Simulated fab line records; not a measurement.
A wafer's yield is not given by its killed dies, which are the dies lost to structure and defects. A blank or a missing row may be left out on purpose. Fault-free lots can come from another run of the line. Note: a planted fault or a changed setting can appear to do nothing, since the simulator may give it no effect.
Matching of chambers -- flow sky130 -- SKY_FIELD_ISO_ETCH_14 on rieDiel-04: 4 sister chambers
The step etches BARC in N2/H2, stops on SiO2, time 45.9 s, target depth 60 nm. 4 wafers are shown with their chamber, then 8 later ones without.

== WAFERS PAIRED WITH THEIR CHAMBERS ==
wafer,chamber,biasW (W)
L092.2,0,99.7
L092.3,3,100.3
L092.4,2,99.4
L093.1,1,100.2

== WAFERS WITHOUT THEIR CHAMBER ==
wafer,biasW (W)
L093.2,100.1
L093.5,99.9
L095.3,100.2
L095.4,99.2
L095.6,100.0
L097.4,99.6
L097.5,100.0
L097.6,100.1

== EACH ONE'S CHAMBER ==
wafer,from the rows above,in truth
L093.2,can't be placed: 1 or 3 or 0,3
L093.5,can't be placed: 0 or 1 or 3 or 2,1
L095.3,can't be placed: 1 or 3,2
L095.4,can't be placed: 2 or 0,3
L095.6,can't be placed: 1 or 0 or 3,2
L097.4,can't be placed: 0 or 2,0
L097.5,can't be placed: 1 or 0 or 3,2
L097.6,can't be placed: 1 or 3 or 0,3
Correct placement for 0 of the 8. These rows do not allow placing 8 (true chamber among the candidates in 4). Number placed wrongly: 0.
How it was worked out, from the rows above alone: a wafer's distance from a chamber is the root of the sum, over the readings, of the square of ((its reading less the chamber's mean) divided by the reading's scatter). The wafer belongs to the nearest chamber; if the next one is less than 2 further off, it can't be placed. Each chamber's mean is taken over the wafers shown for it. The scatter (one wafer shown for each chamber): square how far every hidden wafer sits from the nearest shown wafer, average those squares and take the square root.
